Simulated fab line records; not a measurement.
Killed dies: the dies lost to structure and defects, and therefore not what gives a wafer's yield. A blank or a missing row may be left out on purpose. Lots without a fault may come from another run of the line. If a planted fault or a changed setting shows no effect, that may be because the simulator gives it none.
fab line records -- flow sfqLine
[record] lots = 15, wafers = 43, lastDay = 95
route steps=325 shown M0@32
lots that met no fault: taken from a fault-free run of the same line
startH: hours from the record's first day to the start of the lot's first wafer shown -- waitH: hours elapsed since this lot's preceding step -- " repeats the value in the row above -- L1.1+2: a row that stands for several wafers -- - no value present, or no start provided -- * or withheld: withheld -- < > ~ a bound
route shown NAME@n: a module of which the file shows steps, and the number in the route of the first -- usual: mean/standard deviation of fault-free wafers -- same: alike in all rows -- chamber/n: place in a boat -- sites: readings site by site -- _std_site: how widely they spread, as a standard deviation -- _edge_site: outer sites' mean less inner sites' -- radiusMm: how far each site lies from the wafer's centre -- mask NAME#n: copy n -- behind: tool/chamber where the wafer was last shaped -- hold: cause of the lot's hold/its duration in hours/its outcome -- device: whichever transistor did not switch (one of n, p or np) -- end of line: the tests these same wafers got at the end of their route -- a step without rows: its recipe alone -- killed: at the first sort, the dies lost to defects and structure; wafer yield is something else -- map: a wafer's dies, x killed, . not, _ none there
set.NAME: setting as actually run; set.NAME@STEP: the setting as run at that earlier step -- model.NAME: the simulator's own value behind a step, which no gauge read
the route's steps for a sample of lots (tables are steps, rows are wafers)
services: from which hour (startH, from the record's first day; less than 0 if before it) a tool's chamber was out of use, for how many hours, and why
[[steps]]
[step SFQ_TRILAYER_M0_LITHO_COAT_026]
[recipe] resist = BARC, spinRpm = 3000, resistThkNm = 62
lot.wafer,tool,chamber,startH,waitH
L352.1+4+5,lithoTrack-03,0,156.98,0.1
L354.1+4+6,lithoTrack-02,0,177.38,0.1
L355.1+3+5,lithoTrack-03,0,188.18,0.1
L356.1+3+6,lithoTrack-02,0,199.35,0.1
L357.4+5+6,lithoTrack-01,0,208.00,0.2
L358.1+3+5,lithoTrack-01,0,216.25,0.1
L361.2+3+6,lithoTrack-01,0,234.33,0.1
L362.2+3,lithoTrack-01,0,242.70,0.1
L363.2+3,lithoTrack-01,0,249.90,0.1
L369.1+4+5,lithoTrack-03,0,283.45,0.1
L370.2+4+6,lithoTrack-03,0,289.51,0.1
L372.3+5+6,lithoTrack-01,0,319.67,0.1
L373.2+3+4,lithoTrack-01,0,326.83,0.1
L374.1+2+3,lithoTrack-01,0,336.57,0.1
L375.2+4+5,lithoTrack-02,0,343.62,0.1
[step SFQ_TRILAYER_M0_BARC_OPEN_METAL_ETCH_031]
[recipe] maskMaterial = PR, chemistry = O2, targetDepthNm = 125, target = BARC, icpW = 600, biasW = 80, pressureMtorr = 10, timeS = 41.7
[usual] drypumpMotorCurrentA = 5.6/0.42, oesProductAu = 0.684/0.0048
lot.wafer,tool,chamber,startH,waitH,drypumpMotorCurrentA,oesProductAu,rfHoursCounterH
L352.1,rieMetal-03,1,259.49,0.0,5.8,0.672,176
L352.4,rieMetal-03,1,259.49,0.0,5.8,0.686,-
L352.5,rieMetal-03,1,259.49,0.0,5.8,0.686,-
L354.1,rieMetal-02,1,275.09,0.0,6.4,0.680,170
L354.4,rieMetal-02,1,275.09,0.0,6.5,0.691,-
L354.6,rieMetal-02,0,275.09,0.0,5.3,0.678,-
L355.1,rieMetal-03,1,284.69,0.0,5.8,0.689,179
L355.3,rieMetal-03,0,284.69,0.0,5.5,0.675,-
L355.5,rieMetal-03,1,284.69,0.0,5.8,0.679,-
L356.1,rieMetal-02,1,295.49,0.0,6.4,0.683,173
L356.3,rieMetal-02,0,295.49,0.0,5.3,0.685,-
L356.6,rieMetal-02,0,295.49,0.0,5.3,0.693,-
L357.4,rieMetal-04,0,313.64,0.0,5.3,0.685,-
L357.5,rieMetal-04,0,313.64,0.0,5.3,0.685,-
L357.6,rieMetal-04,1,313.64,0.0,5.2,0.677,-
L358.1,rieMetal-03,0,324.42,0.0,5.5,0.680,27
L358.3,rieMetal-03,0,324.42,0.0,5.5,0.682,-
L358.5,rieMetal-03,0,324.42,0.0,5.5,0.684,-
L361.2,rieMetal-03,0,355.62,0.0,5.5,0.682,34
L361.3,rieMetal-03,1,355.62,0.0,5.7,0.602,-
L361.6,rieMetal-03,1,355.62,0.0,5.8,0.686,-
L362.2,rieMetal-03,0,366.30,0.0,5.5,0.684,36
L362.3,rieMetal-03,0,366.30,0.0,5.5,0.600,-
L363.2,rieMetal-03,0,375.90,0.0,5.5,0.680,38
L363.3,rieMetal-03,1,375.90,0.0,5.8,0.597,-
L369.1,rieMetal-04,1,416.75,0.0,5.1,0.688,5
L369.4,rieMetal-04,1,416.75,0.0,5.2,0.688,-
L369.5,rieMetal-04,1,416.75,0.0,5.2,0.678,-
L370.2,rieMetal-02,0,423.95,0.0,5.3,0.684,50
L370.4,rieMetal-02,1,423.95,0.0,6.4,0.701,-
L370.6,rieMetal-02,0,423.95,0.0,5.3,0.686,-
L372.3,rieMetal-03,1,456.37,0.0,5.8,0.684,-
L372.5,rieMetal-03,0,456.37,0.0,5.5,0.685,-
L372.6,rieMetal-03,1,456.37,0.0,5.8,0.683,-
L373.2,rieMetal-02,0,465.42,0.0,5.3,0.681,56
L373.3,rieMetal-02,1,465.42,0.0,6.4,0.679,-
L373.4,rieMetal-02,0,465.42,0.0,5.3,0.683,-
L374.1,rieMetal-02,1,477.20,0.0,6.4,0.677,12
L374.2,rieMetal-02,0,477.20,0.0,5.3,0.683,59
L374.3,rieMetal-02,0,477.20,0.0,5.3,0.696,-
L375.2,rieMetal-02,1,485.60,0.0,6.4,0.681,13
L375.4,rieMetal-02,1,485.60,0.0,6.4,0.684,-
L375.5,rieMetal-02,0,485.60,0.0,5.3,0.687,-
[[services]]
tool,chamber,startH,hours,kind
rieMetal-03,0,146.80,10.5,repair
rieMetal-04,-,155.61,14.6,pm
rieMetal-02,-,203.10,0.6,repair
rieMetal-02,-,245.08,0.7,repair
rieMetal-03,1,317.74,-,clean
rieMetal-03,1,317.74,18.3,scheduledDown
rieMetal-03,1,317.74,18.3,ventCycle
rieMetal-04,1,350.32,11.1,repair
rieMetal-04,1,361.74,-,clean
rieMetal-04,1,361.74,27.8,scheduledDown
rieMetal-04,1,361.74,27.8,ventCycle
rieMetal-02,1,367.63,-,clean
rieMetal-02,1,367.63,23.5,scheduledDown
rieMetal-02,1,367.63,23.5,ventCycle
rieMetal-04,0,393.55,-,clean
rieMetal-04,0,393.55,32.7,scheduledDown
rieMetal-04,0,393.55,32.7,ventCycle
rieMetal-03,1,443.79,8.5,repair
rieMetal-02,-,456.79,0.6,repair
rieMetal-04,0,458.12,19.4,repair
[[key]]
[firstSign] step = SFQ_TRILAYER_M0_BARC_OPEN_METAL_ETCH_031, reading = oesProductAu, direction = down, sigmas = 18, usual = 0.684, struck = 0.599
effect none on later readings
metAt SFQ_TRILAYER_M0_LITHO_COAT_026
struckLots L361,L362,L363
struckWafers L361.3,L362.3,L363.3
onsetBetween 216.25 234.33
[fault] kind = processParameterDrift, tool = lithoTrack-01, chamber = -, onsetH = 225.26, steps = SFQ_TRILAYER_M0_LITHO_COAT_026, channel = resistThkNm, offset = -16.941, shape = step, endH = 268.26, scope = struckWafersOnly, actsIn = theseRecipesOnly, stated = 62
